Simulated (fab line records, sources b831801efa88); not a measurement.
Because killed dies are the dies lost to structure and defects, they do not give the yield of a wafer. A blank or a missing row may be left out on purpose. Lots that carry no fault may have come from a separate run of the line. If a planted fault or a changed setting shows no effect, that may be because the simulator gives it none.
Comparing a struck lot with a sound one    flow gf180mcu    32 steps out of a route of 602
Sound: wafers L648.3, L648.5, L648.6. The struck wafers were L659.2, L659.4, L659.5. Last of all comes the cause.
At each step with rows: each side's tool, then ch and its chambers, then its first start. Under that, the readings that differ: sound wafers    struck wafers    difference of the means    sigmas: that difference in standard deviations of wafers without a fault.
alike: readings with means less than 2 such deviations apart, plus words and numbers identical on both sides. not compared: withheld readings, readings lacking a value on some wafer, bounds such as >300 that could conceal the same value, and numbers that have no deviation in the record and whose values overlap.
The two part at a step that has a row with sigmas, a row that says differs or no value, or rows on one side only. Numbers that have no deviation but don't overlap get no sigmas and don't part them. A reading that every wafer of one side lacks parts them only if that side has two wafers or more.

GF_SAB_ETCH_11: etches SiO2 in C4F8/O2/Ar, target depth 55 nm, time 8.5 s.
  sound on rie diel-02 ch 0,1, day 15 07:54; struck on rie diel-04 ch 0,1,3, day 19 20:44
  alike: oes product au
  not compared: rf hours counter h
then, 1 step without rows for these wafers: GF_SAB_WET_ETCH_12 (etches SiO2 in dHF, target depth 22 nm, time 440 s).
GF_SAB_STRIP_13: strips in O2/N2.
  sound on plasma asher-01 ch 0,1, day 15 08:05; struck on plasma asher-01 ch 0,1, day 19 20:53
reading                       sound              struck             difference  sigmas
strip time to endpoint s (s)  12.58 12.59 12.57  12.69 12.64 12.69  +0.09       +3
  alike: drypump motor current A, heater power w, oes product au
  not compared: rf hours counter h
then, 2 steps without rows for these wafers: GF_SALICIDE_CLEAN_00 (cleans in SC1/SC2, time 150 s); GF_SALICIDE_WET_ETCH_01 (etches SiO2 in dHF, target depth 5 nm, time 100 s).
GF_SALICIDE_SPUTTER_02: material Co, target thk 10 nm, time 20 s.
  struck on pvd sputter-01, day 19 21:05; sound on pvd sputter-01, day 15 08:14
  alike: throttle valve pct
GF_SALICIDE_SPUTTER_03: material TiN, target thk 20 nm, time 16.7 s.
  struck on pvd sputter-01, day 19 21:07; sound on pvd sputter-01, day 15 08:16
  alike: throttle valve pct
GF_SALICIDE_RS_MEAS_04: the measuring method here is four-point-probe.
  struck on film metro-01, day 19 21:09; sound on film metro-02, day 15 08:20
  alike: SALICIDE_TIN_RS
GF_SALICIDE_THK_MEAS_05: measures by xrf.
  struck on film metro-01, day 19 21:16; sound on film metro-02, day 15 08:26
  alike: SALICIDE_TIN_THK
GF_SALICIDE_RTA_06: time 30 s.
  sound on rtp anneal-02 ch 0, day 15 08:31; struck on rtp anneal-02 ch 0, day 19 21:20
reading           sound              struck             difference  sigmas
wafer_temp_C_max  532.2 532.3 531.8  532.9 533.4 534.2  +1.4        +2
  alike: lamp power pct
then, 2 steps without rows for these wafers: GF_SALICIDE_WET_ETCH_07 (etches the open film in SPM, target depth 120 nm); GF_SALICIDE_RTA_08 (time 30 s).
GF_CONTACT_CVD_00: deposits SiO2, target thk 300 nm, time 50 s.
  sound on hdpcvd-01 ch 1,2, day 15 08:47; struck on hdpcvd-02 ch 0,1,2, day 19 21:49
GF_CONTACT_THK_MEAS_01:
  struck on film metro-01, day 19 21:52; sound on film metro-03, day 15 08:50
reading                  sound              struck             difference  sigmas
CONTACT_CVD_00_THK (nm)  303.3 306.1 298.9  607.9 606.0 600.9  +302.2      +99 or more
then, 1 step without rows for these wafers: GF_CONTACT_CVD_02 (deposits SiO2 from TEOS, target thk 860 nm, time 95.992 s).
GF_CONTACT_THK_MEAS_03:
  struck on film metro-01, day 19 22:00; sound on film metro-01, day 15 08:58
  alike: CONTACT_CVD_02_THK
then, 1 step without rows for these wafers: GF_CONTACT_CMP_04 (polishes SiO2).
GF_CONTACT_BOW_MEAS_05:
  struck on film metro-01, day 19 22:22; sound on film metro-01, day 15 09:21
reading           sound     struck    difference  sigmas
CONTACT_BOW (um)  64 63 74  76 91 89  +18         +3
then, 8 steps without rows for these wafers: GF_CONTACT_DEHYDRATE_06 (time 60 s); GF_CONTACT_HMDS_07 (prime time 60 s); GF_CONTACT_COAT_08; GF_CONTACT_COAT_09 (resist thk 1000 nm); GF_CONTACT_SOFTBAKE_10 (time 60 s); GF_CONTACT_EXPOSE_11 (exposes mask Contact, target cd 220 nm); GF_CONTACT_PEB_12 (peb time 90 s); GF_CONTACT_DEVELOP_13 (develop time 60 s).
GF_CONTACT_CD_MEAS_14 targets a cd of 220 nm.
  struck on cd sem-02, day 20 21:56; sound on cd sem-01, day 16 07:25
  alike: cd nm
GF_CONTACT_OVL_MEAS_15:
  struck on overlay-01, day 20 22:03; sound on overlay-02, day 16 07:31
  alike: CONTACT_OVL
then, 1 step without rows for these wafers: GF_CONTACT_ETCH_16 (etches BARC in N2/H2).
GF_CONTACT_ETCH_17: etches SiO2 in C4F8/O2/Ar, stops on CoSi2, target depth 860 nm.
  sound on rie diel-01 ch 1,2; struck on rie diel-02 ch 1,2,3
reading                              sound              struck             difference  sigmas
oes product au (a.u.)                0.812 0.817 0.817  0.969 0.970 0.969  +0.154      +33
model.etch.depth nm (nm)             864.7 867.2 858.8  1168 1169 1163     +303        
model.CONTACT.feature depth nm (nm)  864.7 867.2 858.8  1168 1169 1163     +303        
then, 1 step without rows for these wafers: GF_CONTACT_STRIP_18 (strips in O2/N2).
-- the record jumps here: 12 days lie between the struck wafers' starts before and after (it left off in module CONTACT and takes up again in module PASSIVATION, whose first step shown is number 602 of the route) --
GF_PASSIVATION_PROBE_99:
  struck on prober-01, day 32 18:56; sound on prober-01, day 29 02:25
reading                           sound             struck             difference  sigmas
model.etest.contact nplus.rc ohm  5.315 5.25 5.223  6.718 6.336 6.276  +1.181      
model.etest.contact pplus.rc ohm  5.481 5.379 5.41  6.741 6.292 6.245  +1.003      
model.etest.contact poly.rc ohm   6.085 6.321 6.13  7.462 7.009 7.033  +0.989      

== WHERE THEY PART ==
First at GF_SAB_STRIP_13; last, within this record, at GF_CONTACT_ETCH_17.

WHY: what had been put in by the simulator
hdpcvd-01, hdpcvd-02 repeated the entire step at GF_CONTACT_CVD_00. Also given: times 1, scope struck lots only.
